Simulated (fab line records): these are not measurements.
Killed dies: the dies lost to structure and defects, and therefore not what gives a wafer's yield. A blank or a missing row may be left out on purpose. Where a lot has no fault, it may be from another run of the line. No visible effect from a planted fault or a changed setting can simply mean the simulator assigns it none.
A lot that was struck, set against a sound lot || flow sky130 || 37 out of 708 route steps
Sound: the wafers L196.1, L196.2, L196.5. Struck: wafers L204.3, L204.6. (L204.5 of the same lot was not struck and is left out.) The cause comes at the end.
Order at every step that has rows: each side's tool, ch and its chambers, its first start. Under that, the readings that differ: sound wafers || struck wafers || difference of the means || sigmas: that difference in standard deviations of wafers without a fault.
alike: readings whose means differ by less than 2 such deviations, and words and numbers that are the same on both sides. not compared: withheld readings, readings that some wafer has no value for, bounds like >300 that may hide the same value, and numbers for which the record gives no deviation and whose values overlap.
A row with sigmas, a row that says differs or no value, or rows on one side alone: a step with any of these is where the two part. When numbers do not overlap yet have no deviation, they are printed without sigmas and do not part them. Lack of a reading on every wafer of one side parts them only where that side has two or more wafers.

first, 10 steps without rows for these wafers: SKY_VIA3_CLEAN_18 (cleans in IPA, time 180 s); SKY_VIA3_CLEAN_19 (cleans in O3/DIW); SKY_VIA3_SPUTTER_20 (material TiN, target thk 20 nm, time 80 s); SKY_VIA3_CVD_21 (deposits W, target thk 390 nm, time 117.31 s); SKY_VIA3_CMP_24 (polishes, stops on SiO2, t overpolish 20 s, target thk 0 nm); SKY_METAL4_SPUTTER_00 (material Ti, target thk 15 nm, time 10 s); SKY_METAL4_SPUTTER_01 (material TiN, target thk 20 nm, time 16.7 s); SKY_METAL4_SPUTTER_02 (material AlCu, target thk 735 nm, time 39.1 s); SKY_METAL4_SPUTTER_03 (material Ti, target thk 5 nm, time 3.3 s); SKY_METAL4_SPUTTER_04 (material TiN, target thk 70 nm, time 58.3 s).
SKY_CAP2M_CVD_00: deposits SiO2, target thk 15.5 nm.
  sound on pecvd-04 ch 0,2, day 41 02:23; struck on pecvd-04 ch 2, day 43 11:58
  alike: heater-power-w
SKY_CAP2M_THK_MEAS_01:
  sound on film-metro-01, day 41 02:24; struck on film-metro-02, day 43 12:00
{"reading": "CAP2M_CVD_00_THK (nm)", "sound": "14.98 15.38 15.68", "struck": "13.89 13.92", "difference": -1.44, "sigmas": -7}
then, 23 steps without rows for these wafers: SKY_CAP2M_SPUTTER_02 (material TiN, target thk 200 nm, time 166.7 s); SKY_CAP2M_DEHYDRATE_05 (time 60 s); SKY_CAP2M_HMDS_06 (prime time 60 s); SKY_CAP2M_COAT_07 (resist thk 1140 nm); SKY_CAP2M_SOFTBAKE_08 (time 60 s); SKY_CAP2M_EXPOSE_09 (exposes mask CAP2M, target cd 1000 nm); SKY_CAP2M_PEB_10; SKY_CAP2M_DEVELOP_11 (develop time 60 s); SKY_CAP2M_METAL_ETCH_13 (etches TiN in Cl2/BCl3, stops on SiO2, target depth 220 nm, time 62.9 s); SKY_CAP2M_STRIP_14 (strips in O2/N2); SKY_CAP2M_STRIP_15 (strips in post etch residue remover, time 1200 s); SKY_CAP2M_CLEAN_16 (cleans in IPA, time 180 s); SKY_CAP2M_CLEAN_17 (cleans in O3/DIW); SKY_METAL4_DEHYDRATE_05 (time 60 s); SKY_METAL4_HMDS_06 (prime time 60 s); SKY_METAL4_COAT_07 (resist thk 60 nm); SKY_METAL4_COAT_08 (resist thk 1140 nm); SKY_METAL4_SOFTBAKE_09 (time 90 s); SKY_METAL4_EXPOSE_10 (exposes mask MM4, target cd 300 nm); SKY_METAL4_PEB_11; SKY_METAL4_DEVELOP_12 (develop time 60 s); SKY_METAL4_DESCUM_15 (chemistry O2, time 8 s); SKY_METAL4_ETCH_16 (etches BARC in N2/H2, stops on SiO2, time 88.2 s, target depth 60 nm).
SKY_METAL4_ETCH_17: etches SiO2 in C4F8/O2/Ar, stops on TiN, time 3.9 s, target depth 15 nm.
  sound on rie-diel-02 ch 0,2,3, day 43 03:03; struck on rie-diel-02 ch 2, day 45 08:34
{"reading": "oes-product-au (a.u.)", "sound": "0.747 0.758 0.754", "struck": "0.716 0.716", "difference": -0.037, "sigmas": -5}
  alike: bias-w
  not compared: rf-hours-counter-h
-- the record jumps here: 4 days lie between the struck wafers' starts before and after (it left off in module METAL4 and takes up again in module PAD_OPEN, whose first step shown is number 708 of the route) --
SKY_PAD_OPEN_PROBE_99:
  sound on prober-01, day 47 00:16; struck on prober-01, day 48 23:05
{"reading": "model.etest.tester.sort-n-pass", "sound": "394 393 394", "struck": "339 345", "difference": -52, "sigmas": ""}
{"reading": "model.etest.tester.sort_bin_5_pct (%)", "sound": "10.98 11.99 11.38", "struck": "23.78 23.37", "difference": "+12.13", "sigmas": ""}
{"reading": "model.etest.tester.sort-yield-pct (%)", "sound": "80.08 79.88 80.08", "struck": "68.9 70.12", "difference": -10.5, "sigmas": ""}
{"reading": "model.etest.cap-mim2.c-ff-um2-rim-less-centre", "sound": "0.01114 0.04198 -0.0108", "struck": "0.7304 0.7486", "difference": "+0.7254", "sigmas": ""}
{"reading": "model.etest.tester.sort_bin_8_pct (%)", "sound": "0 0 0", "struck": "1.892e-07 2.308e-08", "difference": "+1.061e-07", "sigmas": ""}
  alike: defect-limited-yield, killed_at_M0_to_M3, killed_at_M4_up, killed-at-contacts, killed-at-front-end, killed-at-other, killed-dies, killed-open, killed-short
  not compared: model.etest.tester.sort_bin_4_pct

WHERE THEY PART
First at SKY_CAP2M_THK_MEAS_01; last, within this record, at SKY_METAL4_ETCH_17. Later steps at which nothing parts them and some readings are alike: SKY_PAD_OPEN_PROBE_99.

WHY: what the simulator had put in
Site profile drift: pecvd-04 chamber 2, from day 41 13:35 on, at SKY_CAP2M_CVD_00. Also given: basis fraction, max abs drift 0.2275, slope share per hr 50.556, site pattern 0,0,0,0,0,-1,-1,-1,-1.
